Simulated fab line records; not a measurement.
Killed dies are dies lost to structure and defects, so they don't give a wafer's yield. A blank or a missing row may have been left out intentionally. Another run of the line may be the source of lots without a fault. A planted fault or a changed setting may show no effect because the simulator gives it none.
Which tool is to blame? | flow gf180mcu | 14 lots, 42 wafers sampled, at 5 steps of a route of 602

== WHAT THE GAUGES READ, wafer by wafer ==
GF_DNWELL_TW_MEAS_09.
lot  | measured    | on            | DNWELL_TW
L399 | day 2 21:37 | film metro-04 | 1359 1367 1357
L400 | day 3 00:55 | film metro-01 | 1359 1358 1341
L402 | day 3 10:25 | film metro-03 | 1336 1338 1333
L406 | day 4 07:22 | film metro-01 | 1361 1360 1355
L410 | day 5 05:39 | film metro-03 | 1402 1410 1401 1406 1403 1408
L411 | day 5 08:58 | film metro-01 | 1426 1428 1438 1426 1430 1428
L412 | day 5 17:43 | film metro-01 | 1367 1368 1367
L413 | day 6 02:55 | film metro-03 | 1329 1327 1333
L414 | day 6 03:10 | film metro-04 | 1352 1352 1349
L415 | day 6 16:58 | film metro-04 | 1345 1346 1352
L417 | day 7 03:23 | film metro-01 | 1359 1366 1359
L418 | day 7 05:43 | film metro-03 | 1345 1341 1345
L419 | day 7 11:49 | film metro-03 | 1342 1334 1332
L422 | day 7 23:43 | film metro-01 | 1358 1361 1362

GF_M1_OVL_MEAS_15.
lot  | measured     | on         | M1_OVL (nm)
L399 | day 17 10:59 | overlay-02 | 11 5 18
L400 | day 17 15:13 | overlay-02 | 2 6 6
L402 | day 18 00:58 | overlay-01 | -6 -15 0
L406 | day 19 18:25 | overlay-02 | 4 2 5
L410 | day 21 10:43 | overlay-02 | -8 -3 -2
L411 | day 21 19:04 | overlay-02 | -5 1 -1
L412 | day 22 07:11 | overlay-01 | 0 2 2
L413 | day 22 23:33 | overlay-02 | 6 -1 13
L414 | day 22 22:31 | overlay-01 | 9 7 9
L415 | day 23 15:13 | overlay-01 | -4 -6 1
L417 | day 24 01:29 | overlay-01 | -1 -7 -2
L418 | day 24 11:08 | overlay-02 | -1 -5 0
L419 | day 24 15:22 | overlay-01 | 8 -2 5
L422 | day 25 11:13 | overlay-01 | 8 14 14

GF_V1_BOW_MEAS_05.
lot  | measured     | on            | V1_BOW (um)
L399 | day 17 12:16 | film metro-03 | 78 73 82
L400 | day 17 16:38 | film metro-02 | 92 78 89
L402 | day 18 02:15 | film metro-03 | 73 79 82
L406 | day 19 19:43 | film metro-02 | 78 89 93
L410 | day 21 12:28 | film metro-02 | 84 72 76
L411 | day 21 20:21 | film metro-01 | 90 87 83
L412 | day 22 08:28 | film metro-01 | 87 90 75
L413 | day 23 00:49 | film metro-02 | 81 81 80
L414 | day 22 23:47 | film metro-02 | 77 76 74
L415 | day 23 16:53 | film metro-01 | 80 82 68
L417 | day 24 02:46 | film metro-02 | 87 78 81
L418 | day 24 12:24 | film metro-02 | 76 91 85
L419 | day 24 16:38 | film metro-03 | 79 81 83
L422 | day 25 12:30 | film metro-01 | 84 79 80

GF_M2_OVL_MEAS_15.
lot  | measured     | on         | M2_OVL (nm)
L399 | day 19 14:55 | overlay-02 | -12 -6 -5
L400 | day 19 19:19 | overlay-02 | 12 15 8
L402 | day 20 03:37 | overlay-01 | 0 -1 4
L406 | day 21 21:13 | overlay-02 | -3 -6 -6
L410 | day 23 11:52 | overlay-01 | 7 0 3
L411 | day 23 20:37 | overlay-01 | -2 3 -2
L412 | day 24 07:34 | overlay-02 | 4 2 -5
L413 | day 24 23:44 | overlay-01 | -5 -4 1
L414 | day 24 22:26 | overlay-01 | 2 -1 -4
L415 | day 25 14:28 | overlay-02 | -12 -9 -7
L417 | day 26 00:31 | overlay-01 | -7 1 -3
L418 | day 26 09:16 | overlay-01 | 0 -1 -2
L419 | day 26 13:07 | overlay-01 | -11 -12 -10
L422 | day 27 08:22 | overlay-01 | -3 -2 -7

== TOOL THAT RAN EACH LOT (tool first, then ch and the chambers of the sampled wafers, then the start) ==
lot  | GF_DNWELL_IMPLANT_07
L399 | implanter-04 ch 0, day 2 21:22
L400 | implanter-01 ch 0, day 3 00:41
L402 | implanter-04 ch 0, day 3 10:11
L406 | implanter-04 ch 0, day 4 07:07
L410 | implanter-04 ch 0, day 5 05:24
L411 | implanter-04 ch 0, day 5 08:43
L412 | implanter-01 ch 0, day 5 17:30
L413 | implanter-01 ch 0, day 6 02:41
L414 | implanter-02 ch 0, day 6 02:56
L415 | implanter-02 ch 0, day 6 16:43
L417 | implanter-02 ch 0, day 7 03:10
L418 | implanter-01 ch 0, day 7 05:29
L419 | implanter-02 ch 0, day 7 11:34
L422 | implanter-01 ch 0, day 7 23:29
- GF_DNWELL_IMPLANT_07

== AS READ BY THE TOOLS THEMSELVES (means over the sampled wafers that have a number; for cases with no such wafer, the mark the record gives instead) ==
GF_DNWELL_IMPLANT_07.
lot  | tool         | beam on s (s) | dose ions cm2 | end station pressure torr (Torr) | faraday current uA
L399 | implanter-04 | 9.86          | 1e+13         | 4.92e-06                         | 57.1
L400 | implanter-01 | 10.10         | 1e+13         | 4.92e-06                         | 55.7
L402 | implanter-04 | 10.06         | 1e+13         | 4.93e-06                         | 56.1
L406 | implanter-04 | 10.02         | 1e+13         | 4.99e-06                         | 56.5
L410 | implanter-04 | 11.57         | 1e+13         | 8.41e-05                         | 48.4
L411 | implanter-04 | 11.50         | 1e+13         | 8.34e-05                         | 48.5
L412 | implanter-01 | 10.07         | 1e+13         | 4.65e-06                         | 55.8
L413 | implanter-01 | 9.98          | 1e+13         | 5.12e-06                         | 56.3
L414 | implanter-02 | 10.02         | 1e+13         | 4.99e-06                         | 56.4
L415 | implanter-02 | 9.95          | 1e+13         | 5.16e-06                         | 56.7
L417 | implanter-02 | 9.88          | 1e+13         | 5.06e-06                         | 56.9
L418 | implanter-01 | 10.21         | 1e+13         | 5.26e-06                         | 55.3
L419 | implanter-02 | 10.06         | 1e+13         | 5.12e-06                         | 55.9
L422 | implanter-01 | 9.97          | 1e+13         | 5.02e-06                         | 56.6

== THE ANSWER, worked out from the rows above alone ==
Rule: the usual values come from the lots themselves. The widest of any qualifying gaps counts: lots, ordered by their means at a reading, are off when they make up no more than a third of the lots, leave a main group of 4 or more, and stand apart from it by 3 or more times the standard deviation of that group's means. If all means in a main group match to the digits the tables above print for the reading, that group is not used. Also off: a lot with no number at a reading for which 4 or more lots have one. The other lots that the step has rows for count as sound. After the gauges, taken in route order, come the tools' own readings; for these a lot's mean is taken, as printed above. At the first step where some lot is off, the reading lying furthest off is the one used; lots without a number count as furthest.
Off: L410, L411, seen at GF_DNWELL_TW_MEAS_09 (DNWELL_TW). Mean 1350 and standard deviation 12 in the main group.
If a tool, at a process step before that reading, ran all the lots that are off and no sound lot after the first of them, it fits. Not tried: the gauges at GF_DNWELL_TW_MEAS_09; whatever is off there is also off at GF_DNWELL_IMPLANT_07, on other tools, and gauge error can't account for it. One fits: implanter-04 at GF_DNWELL_IMPLANT_07. Its last sound lot is L406 (day 4 07:07), its first lot that is off L410 (day 5 05:24): a fault that began between those two fits.
The tool's own readings at GF_DNWELL_IMPLANT_07 bear it out: on the lots that are off they differ by more than 5 times the standard deviation of the sound lots' means. beam on s reads 11.54 s there against 10.02 s on the sound lots; end station pressure torr reads 8.38e-05 Torr there against 5.01e-06 Torr on the sound lots; faraday current uA reads 48.5 there against 56.3 on the sound lots.

== WHAT THE SIMULATOR PUT IN ==
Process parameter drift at GF_DNWELL_IMPLANT_07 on implanter-04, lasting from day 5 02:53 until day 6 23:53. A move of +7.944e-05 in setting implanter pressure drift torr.
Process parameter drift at GF_DNWELL_IMPLANT_07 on implanter-04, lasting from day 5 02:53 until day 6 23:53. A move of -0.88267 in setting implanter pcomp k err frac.
Lots struck among those shown: L410, L411. This agrees with what the rule above found.
